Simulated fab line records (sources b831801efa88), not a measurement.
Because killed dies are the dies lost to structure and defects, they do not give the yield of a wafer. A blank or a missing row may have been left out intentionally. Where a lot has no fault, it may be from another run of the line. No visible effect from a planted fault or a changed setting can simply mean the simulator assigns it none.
fab line records	flow sky130
record lots=5	wafers=23
route steps=708 shown METAL3@560 VIA3@573 METAL4@598 CAP2M@612 VIA4@639 METAL5@665
start-h: hours from the record's opening day to when the first of the lot's shown wafers began	wait-h: hours from the lot's prior step to this one	" as in the row above	L1.1+2: a row that stands for several wafers	- either no value or no given start	* or withheld: withheld	< > ~ a bound
route shown NAME@n: NAME is a module with steps in the file, n the number in the route of the first one	usual: mean and standard deviation over wafers with no fault	same: alike in all rows	chamber/n: place in a boat	sites: the reading at each site	_std_site: the standard deviation of these	_edge_site: mean of outer sites minus mean of inner sites	radius-mm: for every site, how far away it sits from the centre of the wafer	mask NAME#n: copy n	behind: tool/chamber where the wafer was last shaped	hold: why the lot went on hold/how many hours it stayed there/how the hold came to an end	device: whichever transistor did not switch (one of n, p or np)	end of line: tests of these same wafers at the route's end	where a step has no rows: the recipe by itself	killed: the dies lost at the first sort to structure and to defects; this is not the yield of the wafer	map: a wafer's dies, x killed, . not, _ none there
set.NAME: the setting that was run; set.NAME@STEP: the one run at that earlier step	model.NAME: the simulator's own value behind a step, which no gauge read
lots run with intentionally changed settings; tables by step, rows by wafer
## steps
# step SKY_METAL3_EXPOSE_10
# recipe mask-id=MM3	na=0.68	source-shape=annular	sigma-inner=0.4	sigma-outer=0.8	target-cd-nm=300	dose-mj=28
lot.wafer	tool	chamber	start-h	wait-h	mask	set.dose-mj
L076.2+3+4	krf-scanner-01	0	-	-	MM3#0	28
L080.1+3	krf-scanner-02	0	-	-	MM3#0	28
L080.2+4+6	"	0	"	"	MM3#0	29.69
L081.1+3	krf-scanner-01	0	-	-	MM3#0	29.69
L081.2+4+5	"	0	"	"	MM3#0	28
L083.2+3+4+5+6	krf-scanner-02	0	-	-	MM3#0	28
L082.1+2+4	krf-scanner-02	0	-	-	MM3#0	26.07
L082.3+6	"	0	"	"	MM3#0	28
# step SKY_METAL3_PEB_11
# recipe peb-temp-c=withheld	peb-time-s=withheld	resist=KrF-thick
# step SKY_METAL3_DEVELOP_12
# recipe develop-time-s=60	resist=KrF-thick	dev-temp-c=22.24
lot.wafer	tool	chamber	start-h	wait-h	set.dose-mj@METAL3_EXPOSE_10	model.METAL3.cd-nm
L076.2	litho-track-02	0	-	-	28	296.1
L076.3	"	0	"	"	28	296.6
L076.4	"	0	"	"	28	296.5
L080.1	litho-track-01	0	-	-	28	300.5
L080.2+6	"	0	"	"	29.69	288.5
L080.3	"	0	"	"	28	299
L080.4	"	0	"	"	29.69	289.8
L081.1	litho-track-02	0	-	-	29.69	288.4
L081.2	"	0	"	"	28	299.4
L081.3	"	0	"	"	29.69	288.2
L081.4	"	0	"	"	28	298.9
L081.5	"	0	"	"	28	298
L083.2	litho-track-01	0	-	-	28	300.8
L083.3	"	0	"	"	28	301
L083.4	"	0	"	"	28	302.7
L083.5	"	0	"	"	28	301.4
L083.6	"	0	"	"	28	301.2
L082.1	litho-track-02	0	-	-	26.07	311.6
L082.2	"	0	"	"	26.07	311.2
L082.3	"	0	"	"	28	299.3
L082.4	"	0	"	"	26.07	313
L082.6	"	0	"	"	28	299.9
# step SKY_METAL3_CD_MEAS_13
# recipe target-cd-nm=300
# usual cd-nm=299.4/1.2
lot.wafer	tool	chamber	start-h	wait-h	set.dose-mj@METAL3_EXPOSE_10	cd-nm
L076.2	cd-sem-02	-	919.27	-	28	296.0
L076.3	"	-	"	"	28	296.9
L076.4	"	-	"	"	28	296.4
L080.1	cd-sem-01	-	954.97	-	28	300.6
L080.2	"	-	"	"	29.69	288.6
L080.3	"	-	"	"	28	298.6
L080.4	"	-	"	"	29.69	290.1
L080.6	"	-	"	"	29.69	288.7
L081.1	cd-sem-01	-	974.45	-	29.69	288.8
L081.2	"	-	"	"	28	299.4
L081.3	"	-	"	"	29.69	288.3
L081.4	"	-	"	"	28	298.9
L081.5	"	-	"	"	28	298.1
L083.2	cd-sem-01	-	974.79	-	28	300.9
L083.3	"	-	"	"	28	301.0
L083.4	"	-	"	"	28	302.5
L083.5	"	-	"	"	28	301.5
L083.6	"	-	"	"	28	301.4
L082.1	cd-sem-01	-	975.70	-	26.07	311.7
L082.2	"	-	"	"	26.07	310.6
L082.3	"	-	"	"	28	299.6
L082.4	"	-	"	"	26.07	312.6
L082.6	"	-	"	"	28	300.1
# step SKY_VIA3_HDPCVD_00
# recipe material=SiO2	target-thk-nm=1635	sigma-open-frac=0.3	time-s=272.5	temp-c=400	sih4-flow-sccm=60	pressure-mtorr=6
lot.wafer	tool	chamber	start-h	wait-h	set.time-s	model.SiO2_of_VIA3_HDPCVD_00.thk-nm
L076.2	hdpcvd-01	2	920.37	0.0	272.5	1657
L076.3	"	1	"	"	272.5	1669
L076.4	"	2	"	"	272.5	1666
L080.1	hdpcvd-02	0	956.16	0.0	307.1	-
L080.2	"	2	"	"	272.5	1609
L080.3+6	"	1	"	"	272.5	-
L080.4	"	2	"	"	307.1	1844
L081.1	hdpcvd-01	1	975.70	0.0	272.5	1601
L081.2	"	0	"	"	272.5	1642
L081.3	"	2	"	"	272.5	1632
L081.4	"	1	"	"	272.5	1613
L081.5	"	0	"	"	272.5	1629
L083.2	hdpcvd-02	2	975.84	0.0	272.5	1619
L083.3	"	1	"	"	258.9	1537
L083.4	"	0	"	"	258.9	1517
L083.5	"	1	"	"	272.5	1614
L083.6	"	2	"	"	272.5	1608
L082.1	hdpcvd-01	2	976.95	0.0	272.5	1627
L082.2	"	0	"	"	272.5	1643
L082.3	"	1	"	"	302.7	1800
L082.4	"	0	"	"	302.7	1813
L082.6	"	1	"	"	272.5	1629
# step SKY_VIA3_THK_MEAS_01
# recipe reads=SiO2_of_VIA3_HDPCVD_00
# usual VIA3_HDPCVD_THK=1637/21
lot.wafer	tool	chamber	start-h	wait-h	set.time-s@VIA3_HDPCVD_00	VIA3_HDPCVD_THK[nm]
L076.2	film-metro-03	-	920.54	0.1	272.5	1657
L076.3	"	-	"	"	272.5	1668
L076.4	"	-	"	"	272.5	1666
L080.1	film-metro-02	-	956.33	0.1	307.1	1825
L080.2	"	-	"	"	272.5	1609
L080.3	"	-	"	"	272.5	1630
L080.4	"	-	"	"	307.1	1846
L080.6	"	-	"	"	272.5	1631
L081.1	film-metro-02	-	975.87	0.1	272.5	1600
L081.2	"	-	"	"	272.5	1642
L081.3	"	-	"	"	272.5	1633
L081.4	"	-	"	"	272.5	1612
L081.5	"	-	"	"	272.5	1628
L083.2	film-metro-02	-	976.02	0.1	272.5	1619
L083.3	"	-	"	"	258.9	1539
L083.4	"	-	"	"	258.9	1516
L083.5	"	-	"	"	272.5	1614
L083.6	"	-	"	"	272.5	1608
L082.1	film-metro-02	-	977.12	0.1	272.5	1626
L082.2	"	-	"	"	272.5	1643
L082.3	"	-	"	"	302.7	1800
L082.4	"	-	"	"	302.7	1812
L082.6	"	-	"	"	272.5	1626
# step SKY_VIA3_SPUTTER_20
# recipe material=TiN	target-thk-nm=20	chamber-pressure-pa=5	power-w=4000	time-s=80
lot.wafer	tool	chamber	start-h	wait-h	set.chamber-pressure-pa	model.TiN_of_VIA3_SPUTTER_20.thk-nm
L076.2	pvd-sputter-01	-	945.98	0.0	5	19.87
L076.3	"	-	"	"	5	19.9
L076.4	"	-	"	"	5	20.32
L080.1	pvd-sputter-02	-	981.94	0.0	5	20.24
L080.2	"	-	"	"	5	19.8
L080.3	"	-	"	"	5	19.88
L080.4	"	-	"	"	5	19.84
L080.6	"	-	"	"	5	20.27
L081.1	pvd-sputter-04	-	1001.07	0.0	5.688	17.75
L081.2	"	-	"	"	5.688	17.6
L081.3	"	-	"	"	5.688	17.68
L081.4	"	-	"	"	5.688	17.67
L081.5	"	-	"	"	5.688	17.54
L083.2	pvd-sputter-04	-	1002.37	0.0	5	19.78
L083.3	"	-	"	"	5	20.02
L083.4	"	-	"	"	5	19.83
L083.5	"	-	"	"	5	19.74
L083.6	"	-	"	"	5	19.97
L082.1	pvd-sputter-01	-	1002.52	0.0	5.64	18.17
L082.2	"	-	"	"	5.64	18.34
L082.3	"	-	"	"	5.64	18.22
L082.4	"	-	"	"	5.64	18.24
L082.6	"	-	"	"	5.64	18.37
# step SKY_METAL4_SPUTTER_00
# recipe material=Ti	target-thk-nm=15	power-w=3000	time-s=10	chamber-pressure-pa=0.4
lot.wafer	tool	chamber	start-h	wait-h	set.time-s	model.Ti_of_METAL4_SPUTTER_00.thk-nm
L076.2	pvd-sputter-04	-	946.64	0.1	10	14.94
L076.3	"	-	"	"	10	14.97
L076.4	"	-	"	"	10	14.89
L080.1	pvd-sputter-03	-	982.60	0.1	9.449	13.8
L080.2	"	-	"	"	10	14.71
L080.3	"	-	"	"	9.449	14.03
L080.4	"	-	"	"	10	14.88
L080.6	"	-	"	"	9.449	14.11
L081.1	pvd-sputter-04	-	1001.73	0.2	10	15.3
L081.2	"	-	"	"	10	15.03
L081.3	"	-	"	"	10	15.1
L081.4	"	-	"	"	10	15.19
L081.5	"	-	"	"	10	15.16
L083.2	pvd-sputter-03	-	1003.03	0.1	10	14.82
L083.3	"	-	"	"	10	15.11
L083.4	"	-	"	"	10	15.05
L083.5	"	-	"	"	10	15.18
L083.6	"	-	"	"	10	14.81
L082.1	pvd-sputter-02	-	1003.18	0.1	10	14.96
L082.2	"	-	"	"	10.4	15.5
L082.3	"	-	"	"	10.4	15.68
L082.4	"	-	"	"	10	14.91
L082.6	"	-	"	"	10.4	15.47
# step SKY_CAP2M_EXPOSE_09
# recipe mask-id=CAP2M	na=0.6	source-shape=conventional	sigma-outer=0.6	polarization=unpolarized	target-cd-nm=1000	dose-mj=159
lot.wafer	tool	chamber	start-h	wait-h	mask	set.dose-mj
L076.2+3+4	iline-stepper-01	0	-	-	CAP2M#0	159
L080.1+3+4	iline-stepper-02	0	-	-	CAP2M#0	166.2
L080.2+6	"	0	"	"	CAP2M#0	159
L081.1+5	iline-stepper-01	0	-	-	CAP2M#0	159
L081.2+3+4	"	0	"	"	CAP2M#0	166.6
L083.2+3+6	iline-stepper-01	0	-	-	CAP2M#0	159
L083.4+5	"	0	"	"	CAP2M#0	150.8
L082.1+3+4	iline-stepper-01	0	-	-	CAP2M#0	152.9
L082.2+6	"	0	"	"	CAP2M#0	159
# step SKY_CAP2M_DEVELOP_11
# recipe resist=NOVOLAK	developer=TMAH	develop-time-s=60	dev-temp-c=23
lot.wafer	tool	chamber	start-h	wait-h	set.develop-time-s
L076.2+3+4	litho-track-02	0	970.63	0.1	60
L080.1+6	litho-track-04	0	1006.34	0.1	60
L080.2+3+4	"	0	"	"	56.52
L081.1+2	litho-track-01	0	1025.37	0.1	51.83
L081.3+4+5	"	0	"	"	60
L083.2+4	litho-track-04	0	1026.11	0.1	60
L083.3+5+6	"	0	"	"	66.76
L082.1+4+6	litho-track-04	0	1026.39	0.1	51.92
L082.2+3	"	0	"	"	60
# step SKY_CAP2M_METAL_ETCH_13
# recipe target-depth-nm=220	stop-on=SiO2	chemistry=Cl2/BCl3	target=TiN	pressure-mtorr=10	icp-w=900	bias-w=48.5	Cl2_flow_sccm=60	bcl3-flow-sccm=30	time-s=62.9
lot.wafer	tool	chamber	start-h	wait-h	set.dose-mj@CAP2M_EXPOSE_09	set.develop-time-s@CAP2M_DEVELOP_11	model.CAP2M.cd-nm
L076.2+4	rie-metal-04	0,1	970.79	0.0	159	60	1002
L076.3	"	0	"	"	159	60	1003
L080.1	rie-metal-03	0	1006.52	0.0	166.2	60	992.9
L080.2	"	1	"	"	159	56.52	1010
L080.3	"	0	"	"	166.2	56.52	997.1
L080.4	"	1	"	"	166.2	56.52	996.5
L080.6	"	0	"	"	159	60	1002
L081.1	rie-metal-01	0	1025.56	0.0	159	51.83	1012
L081.2	"	1	"	"	166.6	51.83	1002
L081.3	"	1	"	"	166.6	60	985.5
L081.4	"	0	"	"	166.6	60	987.1
L081.5	"	0	"	"	159	60	1000
L083.2	rie-metal-04	1	1026.27	0.0	159	60	999.3
L083.3	"	0	"	"	159	66.76	989.3
L083.4	"	1	"	"	150.8	60	1015
L083.5	"	1	"	"	150.8	66.76	1004
L083.6	"	0	"	"	159	66.76	990.9
L082.1	rie-metal-04	1	1026.57	0.0	152.9	51.92	1026
L082.2	"	0	"	"	159	60	1001
L082.3	"	1	"	"	152.9	60	1011
L082.4	"	0	"	"	152.9	51.92	1025
L082.6	"	1	"	"	159	51.92	1016
# step SKY_VIA4_HDPCVD_00
# recipe material=SiO2	target-thk-nm=1750	sigma-open-frac=0.3	time-s=291.7	temp-c=400	sih4-flow-sccm=60	pressure-mtorr=6
lot.wafer	tool	chamber	start-h	wait-h	set.sih4-flow-sccm	model.SiO2_of_VIA4_HDPCVD_00.thk-nm
L076.2	hdpcvd-01	1	996.52	0.0	60	1752
L076.3	"	2	"	"	60	1767
L076.4	"	1	"	"	60	1770
L080.1	hdpcvd-02	1	1031.82	0.0	68.91	-
L080.2	"	0	"	"	68.91	2009
L080.3	"	2	"	"	60	1738
L080.4	"	2	"	"	60	-
L080.6	"	0	"	"	60	1726
L081.1	hdpcvd-02	1	1051.11	0.0	60	1758
L081.2	"	2	"	"	63.01	1851
L081.3	"	0	"	"	63.01	-
L081.4	"	0	"	"	60	-
L081.5	"	2	"	"	63.01	1859
L083.2+4	hdpcvd-02	0,2	1051.66	0.0	60	-
L083.3	"	1	"	"	60	1756
L083.5	"	0	"	"	67.85	1967
L083.6	"	1	"	"	67.85	1999
L082.1	hdpcvd-02	2	1052.07	0.0	60	-
L082.2	"	0	"	"	60	1743
L082.3	"	1	"	"	56.81	1670
L082.4	"	1	"	"	56.81	-
L082.6	"	2	"	"	60	1742
# step SKY_VIA4_THK_MEAS_01
# recipe reads=SiO2_of_VIA4_HDPCVD_00
# usual VIA4_HDPCVD_THK=1752/15
lot.wafer	tool	chamber	start-h	wait-h	set.sih4-flow-sccm@VIA4_HDPCVD_00	VIA4_HDPCVD_THK[nm]
L076.2	film-metro-04	-	996.71	0.1	60	1751
L076.3	"	-	"	"	60	1767
L076.4	"	-	"	"	60	1771
L080.1	film-metro-03	-	1032.00	0.1	68.91	2001
L080.2	"	-	"	"	68.91	2011
L080.3	"	-	"	"	60	1735
L080.4	"	-	"	"	60	1748
L080.6	"	-	"	"	60	1726
L081.1	film-metro-01	-	1051.28	0.1	60	1757
L081.2	"	-	"	"	63.01	1851
L081.3	"	-	"	"	63.01	1823
L081.4	"	-	"	"	60	1751
L081.5	"	-	"	"	63.01	1859
L083.2	film-metro-01	-	1051.84	0.1	60	1768
L083.3	"	-	"	"	60	1757
L083.4	"	-	"	"	60	1776
L083.5	"	-	"	"	67.85	1965
L083.6	"	-	"	"	67.85	1998
L082.1	film-metro-03	-	1052.25	0.1	60	1758
L082.2	"	-	"	"	60	1743
L082.3	"	-	"	"	56.81	1669
L082.4	"	-	"	"	56.81	1678
L082.6	"	-	"	"	60	1743
# step SKY_VIA4_EXPOSE_08
# recipe mask-id=VIM4	na=0.6	source-shape=conventional	sigma-outer=0.6	polarization=unpolarized	target-cd-nm=800	dose-mj=132
lot.wafer	tool	chamber	start-h	wait-h	mask	set.dose-mj
L076.2+3+4	iline-stepper-01	0	-	-	VIM4#0	132
L080.1+3	iline-stepper-02	0	-	-	VIM4#0	132
L080.2+4+6	"	0	"	"	VIM4#0	128
L081.1+4+5	iline-stepper-02	0	-	-	VIM4#0	132
L081.2+3	"	0	"	"	VIM4#0	122.5
L083.2+6	iline-stepper-02	0	-	-	VIM4#0	129.2
L083.3+4+5	"	0	"	"	VIM4#0	132
L082.1+2+3+4+6	iline-stepper-01	0	-	-	VIM4#0	132
# step SKY_VIA4_PEB_09
# recipe temp-c=withheld	time-s=*	resist=NOVOLAK
# step SKY_VIA4_DEVELOP_10
# recipe resist=NOVOLAK	developer=TMAH	develop-time-s=60	dev-temp-c=23
# step SKY_VIA4_ETCH_12
# recipe target=SiO2	chemistry=C4F8/O2/Ar	stop-on=TiN	mask-material=NOVOLAK	source-w=1500	bias-w=1200	pressure-mtorr=40	c4f8-flow-sccm=withheld	O2_flow_sccm=6	Ar_flow_sccm=300	time-s=withheld	target-depth-a=5800
lot.wafer	tool	chamber	start-h	wait-h	set.dose-mj@VIA4_EXPOSE_08	model.VIA4.cd-nm
L076.2	rie-diel-02	1	1020.36	0.0	132	797.2
L076.3	"	3	"	"	132	796.7
L076.4	"	0	"	"	132	800.1
L080.1	rie-diel-02	1	1055.71	0.0	132	796.1
L080.2	"	3	"	"	128	785
L080.3	"	2	"	"	132	797.2
L080.4	"	0	"	"	128	789.5
L080.6	"	2	"	"	128	787.3
L081.1	rie-diel-04	1	1073.09	0.0	132	804.4
L081.2	"	0	"	"	122.5	784.2
L081.3	"	3	"	"	122.5	782
L081.4	"	2	"	"	132	804.6
L081.5	"	3	"	"	132	804.1
L083.2	rie-diel-02	0	1074.01	0.0	129.2	791.7
L083.3	"	2	"	"	132	798.8
L083.4	"	1	"	"	132	800.8
L083.5	"	3	"	"	132	800.6
L083.6	"	0	"	"	129.2	794.1
L082.1+6	rie-diel-01	0,2	1074.71	0.0	132	800.7
L082.2	"	3	"	"	132	802.8
L082.3	"	2	"	"	132	802
L082.4	"	0	"	"	132	800.6
# step SKY_VIA4_CVD_18
# recipe material=W	target-thk-nm=505	time-s=152.14	temp-c=400	pressure-torr=40
lot.wafer	tool	chamber	start-h	wait-h	set.temp-c	model.W_of_VIA4_CVD_18.thk-nm
L076.2	cvd-w-02	0	1021.08	0.0	400	494.4
L076.3	"	0	"	"	400	496.7
L076.4	"	1	"	"	400	499.5
L080.1	cvd-w-02	1	1056.43	0.0	403.7	525.4
L080.2	"	0	"	"	400	498
L080.3	"	0	"	"	400	493.7
L080.4+6	"	1	"	"	403.7	527.8
L081.1	cvd-w-02	1	1073.81	0.0	392.9	440.1
L081.2	"	0	"	"	392.9	440.8
L081.3	"	0	"	"	392.9	442.2
L081.4	"	1	"	"	400	508.6
L081.5	"	0	"	"	400	504.9
L083.2	cvd-w-02	1	1074.75	0.0	400	498.2
L083.3	"	0	"	"	400	503.6
L083.4	"	1	"	"	405.1	552.6
L083.5	"	1	"	"	400	498
L083.6	"	0	"	"	405.1	545.7
L082.1	cvd-w-01	1	1075.83	0.0	400	512.5
L082.2	"	0	"	"	395.8	469
L082.3	"	1	"	"	400	508.8
L082.4	"	0	"	"	400	506.6
L082.6	"	1	"	"	395.8	472.9
# step SKY_VIA4_RS_MEAS_19
# recipe thk-meas-gauge=four-point-probe	reads=W_of_VIA4_CVD_18+TiN_of_VIA4_SPUTTER_17
# usual VIA4_W_RS=0.2276/0.0024
lot.wafer	tool	chamber	start-h	wait-h	set.temp-c@VIA4_CVD_18	VIA4_W_RS[ohm/sq]
L076.2	film-metro-03	-	1021.26	0.1	400	0.2313
L076.3	"	-	"	"	400	0.2306
L076.4	"	-	"	"	400	0.2294
L080.1	film-metro-04	-	1056.58	0.1	403.7	0.2176
L080.2	"	-	"	"	400	0.2297
L080.3	"	-	"	"	400	0.2316
L080.4	"	-	"	"	403.7	0.2163
L080.6	"	-	"	"	403.7	0.2162
L081.1	film-metro-04	-	1073.97	0.1	392.9	0.2600
L081.2	"	-	"	"	392.9	0.2599
L081.3	"	-	"	"	392.9	0.2582
L081.4	"	-	"	"	400	0.2245
L081.5	"	-	"	"	400	0.2262
L083.2	film-metro-04	-	1074.92	0.1	400	0.2287
L083.3	"	-	"	"	400	0.2269
L083.4	"	-	"	"	405.1	0.2071
L083.5	"	-	"	"	400	0.2291
L083.6	"	-	"	"	405.1	0.2094
L082.1	film-metro-01	-	1075.99	0.1	400	0.2235
L082.2	"	-	"	"	395.8	0.2447
L082.3	"	-	"	"	400	0.2252
L082.4	"	-	"	"	400	0.2266
L082.6	"	-	"	"	395.8	0.2428
# step SKY_VIA4_THK_MEAS_20
# recipe thk-meas-gauge=xrf	reads=W_of_VIA4_CVD_18
# usual VIA4_W_THK=492/5.5
lot.wafer	tool	chamber	start-h	wait-h	set.temp-c@VIA4_CVD_18	VIA4_W_THK[nm]
L076.2	film-metro-03	-	1021.37	0.1	400	483
L076.3	"	-	"	"	400	486
L076.4	"	-	"	"	400	492
L080.1	film-metro-04	-	1056.70	0.1	403.7	513
L080.2	"	-	"	"	400	488
L080.3	"	-	"	"	400	481
L080.4	"	-	"	"	403.7	515
L080.6	"	-	"	"	403.7	515
L081.1	film-metro-04	-	1074.09	0.1	392.9	430
L081.2	"	-	"	"	392.9	430
L081.3	"	-	"	"	392.9	431
L081.4	"	-	"	"	400	495
L081.5	"	-	"	"	400	492
L083.2	film-metro-04	-	1075.03	0.1	400	487
L083.3	"	-	"	"	400	493
L083.4	"	-	"	"	405.1	537
L083.5	"	-	"	"	400	487
L083.6	"	-	"	"	405.1	532
L082.1	film-metro-01	-	1076.11	0.1	400	500
L082.2	"	-	"	"	395.8	459
L082.3	"	-	"	"	400	500
L082.4	"	-	"	"	400	493
L082.6	"	-	"	"	395.8	459
# step SKY_METAL5_SPUTTER_04
# recipe material=TiN	target-thk-nm=70	power-w=6500	time-s=58.3	chamber-pressure-pa=0.4
lot.wafer	tool	chamber	start-h	wait-h	set.power-w	model.TiN_of_METAL5_SPUTTER_04.thk-nm
L076.2	pvd-sputter-01	-	1021.83	0.0	6500	69.97
L076.3	"	-	"	"	6500	70.48
L076.4	"	-	"	"	6500	69.81
L080.1	pvd-sputter-01	-	1057.18	0.0	7158	76.95
L080.2	"	-	"	"	6500	68.98
L080.3	"	-	"	"	6500	70.51
L080.4	"	-	"	"	7158	76.66
L080.6	"	-	"	"	6500	70.5
L081.1	pvd-sputter-02	-	1074.56	0.0	6500	70.62
L081.2	"	-	"	"	6500	71.02
L081.3	"	-	"	"	6997	76.51
L081.4	"	-	"	"	6997	76.95
L081.5	"	-	"	"	6500	71.83
L083.2	pvd-sputter-01	-	1075.75	0.0	5860	63.04
L083.3	"	-	"	"	6500	69.14
L083.4	"	-	"	"	5860	62.89
L083.5	"	-	"	"	6500	71.3
L083.6	"	-	"	"	6500	69.13
L082.1	pvd-sputter-04	-	1076.58	0.0	6174	65.58
L082.2	"	-	"	"	6500	69.84
L082.3	"	-	"	"	6500	70.64
L082.4	"	-	"	"	6174	65.81
L082.6	"	-	"	"	6500	69.66
## key
split step=SKY_METAL3_EXPOSE_10	setting=dose-mj	stated=28	by=wafer
response step=SKY_METAL3_DEVELOP_12	reading=model.METAL3.cd-nm	change=-1.77	per=1%	r=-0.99
response step=SKY_METAL3_CD_MEAS_13	reading=cd-nm	change=-1.72	per=1%	r=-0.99
split step=SKY_VIA3_HDPCVD_00	setting=time-s	stated=272.5	by=wafer
response step=SKY_VIA3_HDPCVD_00	reading=model.SiO2_of_VIA3_HDPCVD_00.thk-nm	change=+16.7	per=1%	r=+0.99
response step=SKY_VIA3_THK_MEAS_01	reading=VIA3_HDPCVD_THK	change=+16.3	per=1%	r=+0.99
split step=SKY_VIA3_SPUTTER_20	setting=chamber-pressure-pa	stated=5	by=lot
response step=SKY_VIA3_SPUTTER_20	reading=model.TiN_of_VIA3_SPUTTER_20.thk-nm	change=-0.152	per=1%	r=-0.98
split step=SKY_METAL4_SPUTTER_00	setting=time-s	stated=10	by=wafer
response step=SKY_METAL4_SPUTTER_00	reading=model.Ti_of_METAL4_SPUTTER_00.thk-nm	change=+0.15	per=1%	r=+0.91
split step=SKY_CAP2M_EXPOSE_09	setting=dose-mj	stated=159	by=wafer
response step=SKY_CAP2M_METAL_ETCH_13	reading=model.CAP2M.cd-nm	slope=-2.61	per=1%	together-with=develop-time-s@CAP2M_DEVELOP_11	explained=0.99
split step=SKY_CAP2M_DEVELOP_11	setting=develop-time-s	stated=60	by=wafer
response step=SKY_CAP2M_METAL_ETCH_13	reading=model.CAP2M.cd-nm	slope=-0.999	per=1%	together-with=dose-mj@CAP2M_EXPOSE_09	explained=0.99
split step=SKY_VIA4_HDPCVD_00	setting=sih4-flow-sccm	stated=60	by=wafer
response step=SKY_VIA4_HDPCVD_00	reading=model.SiO2_of_VIA4_HDPCVD_00.thk-nm	change=+17.9	per=1%	r=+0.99
response step=SKY_VIA4_THK_MEAS_01	reading=VIA4_HDPCVD_THK	change=+17.2	per=1%	r=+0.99
split step=SKY_VIA4_EXPOSE_08	setting=dose-mj	stated=132	by=wafer
response step=SKY_VIA4_ETCH_12	reading=model.VIA4.cd-nm	change=+3	per=1%	r=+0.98
split step=SKY_VIA4_CVD_18	setting=temp-c	stated=400	by=wafer
response step=SKY_VIA4_CVD_18	reading=model.W_of_VIA4_CVD_18.thk-nm	change=+36.9	per=1%	r=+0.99
response step=SKY_VIA4_RS_MEAS_19	reading=VIA4_W_RS	change=-0.0176	per=1%	r=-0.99
response step=SKY_VIA4_THK_MEAS_20	reading=VIA4_W_THK	change=+35.4	per=1%	r=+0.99
split step=SKY_METAL5_SPUTTER_04	setting=power-w	stated=6500	by=wafer
response step=SKY_METAL5_SPUTTER_04	reading=model.TiN_of_METAL5_SPUTTER_04.thk-nm	change=+0.711	per=1%	r=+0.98
